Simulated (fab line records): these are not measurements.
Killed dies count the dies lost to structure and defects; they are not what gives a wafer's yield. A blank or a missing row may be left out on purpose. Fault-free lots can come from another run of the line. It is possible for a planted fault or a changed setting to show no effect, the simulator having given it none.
Which tool was responsible? -- flow gf180mcu -- 14 lots with 42 wafers sampled at 5 steps, on a route of 602 steps

## WHAT EACH GAUGE READ, for each wafer
GF_HV_LDD_TW_MEAS_11.
lot,measured,on,HV_LDD_TW
L900,day 10 02:29,film metro-04,2387 2382 2385
L902,day 10 16:05,film metro-02,2428 2437 2428
L901,day 10 19:18,film metro-04,2371 2383 2382
L904,day 11 09:30,film metro-02,2423 2413 2412
L905,day 11 14:34,film metro-02,2420 2416 2412
L906,day 12 03:43,film metro-03,2370 2368 2376
L909,day 12 19:05,film metro-03,2367 2371 2379
L910,day 13 08:20,film metro-02,2423 2417 2416
L911,day 13 17:40,film metro-04,2391 2407 2376
L912,day 13 17:59,film metro-02,2415 2428 2442
L913,day 14 04:55,film metro-02,2414 2433 2428
L920,day 16 09:58,film metro-03,2401 2389 2380
L922,day 16 18:27,film metro-04,2421 2403 2403
L923,day 17 06:58,film metro-04,2403 2406 2416

GF_NSD_TW_MEAS_12.
lot,measured,on,NSD_TW
L900,day 13 10:17,film metro-04,4235 4238 4236
L902,day 14 00:53,film metro-01,4274 4282 4285
L901,day 14 05:44,film metro-03,4200 4206 4199
L904,day 14 22:33,film metro-04,4234 4251 4271
L905,day 15 02:17,film metro-01,4299 4313 4294
L906,day 15 18:19,film metro-04,4254 4244 4224
L909,day 16 11:39,film metro-03,4195 4201 4194
L910,day 17 02:19,film metro-01,4290 4314 4278
L911,day 17 13:05,film metro-04,4254 4239 4251
L912,day 17 15:22,film metro-03,4166 4183 4172
L913,day 18 00:16,film metro-04,4240 4235 4217
L920,day 20 12:18,film metro-03,30 30 30
L922,day 20 22:41,film metro-01,30 30 30
L923,day 21 11:55,film metro-01,4263 4275 4280

GF_PSD_OVL_MEAS_08.
lot,measured,on,PSD_OVL (nm)
L900,day 14 07:01,overlay-01,1.0 0.9 0.8
L902,day 14 22:04,overlay-01,3.0 1.2 0.6
L901,day 15 03:07,overlay-01,0.5 2.0 0.7
L904,day 15 19:49,overlay-01,-0.1 -0.7 -0.4
L905,day 15 23:29,overlay-01,0.4 1.9 2.4
L906,day 16 16:49,overlay-01,-0.9 1.1 -0.6
L909,day 17 10:02,overlay-01,-1.5 2.2 1.4
L910,day 18 01:23,overlay-01,0.8 -1.4 0.1
L911,day 18 12:34,overlay-02,1.4 0.8 1.7
L912,day 18 15:05,overlay-02,-2.0 0.4 2.7
L913,day 18 23:05,overlay-01,-0.1 1.5 -0.3
L920,day 21 12:32,overlay-02,0.5 2.2 -0.5
L922,day 21 23:26,overlay-02,1.1 0.5 1.4
L923,day 22 10:29,overlay-01,0.2 1.9 1.3

## TOOL THAT RAN EACH LOT (tool first, then ch and the chambers of the sampled wafers, then the start)
lot,GF_HV_LDD_STRIP_37,GF_NSD_DEVELOP_06
L900,"plasma asher-03 ch 0,1, day 11 15:49","litho track-02 ch 0, day 13 09:35"
L902,"plasma asher-03 ch 0,1, day 12 05:58","litho track-02 ch 0, day 14 00:11"
L901,"plasma asher-02 ch 0, day 12 09:58","litho track-04 ch 0, day 14 05:02"
L904,"plasma asher-02 ch 0,1, day 13 00:25","litho track-01 ch 0, day 14 21:51"
L905,"plasma asher-04 ch 0,1, day 13 05:23","litho track-04 ch 0, day 15 01:35"
L906,"plasma asher-04 ch 0,1, day 13 19:57","litho track-04 ch 0, day 15 17:37"
L909,"plasma asher-02 ch 0,1, day 14 13:04","litho track-04 ch 0, day 16 10:59"
L910,"plasma asher-02 ch 0,1, day 15 02:43","litho track-02 ch 0, day 17 01:40"
L911,"plasma asher-02 ch 0,1, day 15 12:35","litho track-02 ch 0, day 17 12:23"
L912,"plasma asher-04 ch 0,1, day 15 13:31","litho track-01 ch 0, day 17 14:42"
L913,"plasma asher-02 ch 0, day 15 23:09","litho track-01 ch 0, day 17 23:33"
L920,"plasma asher-03 ch 0,1, day 18 09:05","litho track-02 ch 0, day 20 11:38"
L922,"plasma asher-02 ch 0,1, day 18 18:38","litho track-02 ch 0, day 20 21:59"
L923,"plasma asher-04 ch 0,1, day 19 07:16","litho track-01 ch 0, day 21 11:14"
- GF_HV_LDD_STRIP_37: strips in O2/N2.
- GF_NSD_DEVELOP_06: develop time 60 s.

## WHAT THE TOOLS THEMSELVES READ (means of the sampled wafers that have a number; where no wafer has one, the mark that the record gives instead)
GF_HV_LDD_STRIP_37.
lot,tool,drypump motor current A (A),heater power w (W),oes product au (a.u.),strip time to endpoint s (s)
L900,plasma asher-03,5.59,386,0.715,12.64
L902,plasma asher-03,5.58,383,0.715,12.56
L901,plasma asher-02,5.52,336,0.718,12.70
L904,plasma asher-02,5.59,300,0.713,12.63
L905,plasma asher-04,5.69,332,0.714,12.63
L906,plasma asher-04,5.66,332,0.715,12.70
L909,plasma asher-02,5.59,305,0.719,12.65
L910,plasma asher-02,5.55,303,0.716,12.65
L911,plasma asher-02,5.54,314,0.716,12.66
L912,plasma asher-04,5.69,337,0.720,12.62
L913,plasma asher-02,5.52,328,0.717,12.67
L920,plasma asher-03,5.58,382,0.717,12.67
L922,plasma asher-02,5.60,301,0.716,12.64
L923,plasma asher-04,5.57,319,0.716,12.64

## THE ANSWER, worked out from the rows above alone
Rule: what is usual is taken from the lots themselves. The widest of any qualifying gaps counts: lots, ordered by their means at a reading, are off when they make up no more than a third of the lots, leave a main group of 4 or more, and stand apart from it by 3 or more times the standard deviation of that group's means. Not used: any main group whose means are identical at the precision the tables above print for the reading. Also off: a lot with no number at a reading for which 4 or more lots have one. All remaining lots with rows at the step are treated as sound. First the gauges in route order, then the tools' own readings, where a lot's mean is used as printed above. The first step at which some lot is off is used, and at that step the reading that is off furthest; a lot without a number counts as furthest.
Off: at GF_NSD_TW_MEAS_12 (NSD_TW), L920, L922. For the main group the mean is 4244 and the standard deviation 38.
A tool fits if, at a process step before that reading, it ran every lot that is off, and no sound lot after the first of them. Gauges at GF_NSD_TW_MEAS_12: tried the same way as those tools. One candidate fits, namely litho track-02 at GF_NSD_DEVELOP_06. Its last sound lot is L911 (day 17 12:23), its first lot that is off L920 (day 20 11:38): a fault that began between those two fits.

## WHAT THE SIMULATOR HAD PUT IN
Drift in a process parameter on litho track-02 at GF_NSD_DEVELOP_06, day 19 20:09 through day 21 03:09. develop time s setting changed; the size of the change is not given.
Shown lots that were struck: L920, L922. Same finding as the rule above.
